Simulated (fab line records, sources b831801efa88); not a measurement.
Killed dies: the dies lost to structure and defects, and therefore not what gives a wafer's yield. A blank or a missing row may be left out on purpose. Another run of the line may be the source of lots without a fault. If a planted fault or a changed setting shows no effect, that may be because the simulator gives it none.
Chamber matching ; flow sky130 ; cmp-02 running SKY_VIA1_CMP_24: 4 sister chambers
The step polishes, stops on SiO2, t overpolish 15 s, target thk 0 nm. 4 wafers are shown with their chamber, then 7 later ones without.

WAFERS, EACH WITH ITS CHAMBER
wafer;chamber;motorCurrentA (A)
L887.6;3;10.9
L891.1;2;9.5
L902.1;0;10.2
L902.3;1;10.1

WAFERS WITHOUT THEIR CHAMBER
wafer;motorCurrentA (A)
L902.5;9.1
L903.1;11.7
L903.2;10.3
L903.4;9.0
L907.4;10.5
L907.5;10.5
L907.6;10.2

WHICH CHAMBER EACH ONE RAN IN
wafer;from the rows above;in truth
L902.5;can't be placed: 2 or 1 or 0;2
L903.1;can't be placed: 3 or 0 or 1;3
L903.2;can't be placed: 0 or 1 or 3 or 2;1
L903.4;can't be placed: 2 or 1 or 0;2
L907.4;can't be placed: 0 or 1 or 3 or 2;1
L907.5;can't be placed: 0 or 1 or 3 or 2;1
L907.6;can't be placed: 0 or 1 or 2 or 3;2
Correctly placed: 0 of 7. From these rows, 7 cannot be placed; in 7 the true chamber is one of the candidates. 0 placed wrongly.
How it was worked out, from the rows above alone: a wafer's distance from a chamber is the root of the sum, over the readings, of the square of ((its reading less the chamber's mean) divided by the reading's scatter). The wafer belongs to the nearest chamber; if the next one is less than 2 further off, it can't be placed. Each chamber's mean is taken over the wafers shown for it. The scatter: with one shown wafer a chamber, the root of the mean of the squares of how far each hidden wafer lies from its nearest shown one.
